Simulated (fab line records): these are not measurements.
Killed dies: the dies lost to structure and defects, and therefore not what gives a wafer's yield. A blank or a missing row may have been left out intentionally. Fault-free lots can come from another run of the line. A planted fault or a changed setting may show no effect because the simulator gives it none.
What tool caused it?    flow gf180mcu    6 lots, 18 wafers sampled, at 1 step of a route of 602

WHAT THE GAUGES SHOWED, per wafer
GF_VT_IMPLANT_TW_MEAS_43.
lot   measured      on             VT_IMPLANT_4_TW
L504  day 8 15:44   film_metro-03  692 692 691
L508  day 9 17:32   film_metro-04  679 677 681
L510  day 10 11:48  film_metro-03  685 681 684
L512  day 10 23:38  film_metro-01  688 687 687
L516  day 12 04:26  film_metro-03  688 688 689
L521  day 13 13:58  film_metro-03  694 692 689

EACH LOT AND THE TOOL THAT RAN IT (in order: tool; ch and the chambers of the sampled wafers; start)
No process step before these readings appears in the record.

THE ANSWER, worked out from the rows above alone
Rule: what is usual is taken from the lots themselves. Put in order of their means at a reading, lots are off if they are a third of the lots or fewer, leave a main group of 4 or more, and stand apart from it by a gap of 3 or more times the standard deviation of the main group's means; of several such gaps the widest counts. A main group is skipped when, at the precision printed for the reading in the tables above, its means are all equal. A lot without any number at a reading at which 4 lots or more have one is off too. Where the step has rows for the other lots, those lots are counted as sound.
None of the lots is off at any reading shown; this tells nothing.

WHAT THE SIMULATOR HAD INSERTED
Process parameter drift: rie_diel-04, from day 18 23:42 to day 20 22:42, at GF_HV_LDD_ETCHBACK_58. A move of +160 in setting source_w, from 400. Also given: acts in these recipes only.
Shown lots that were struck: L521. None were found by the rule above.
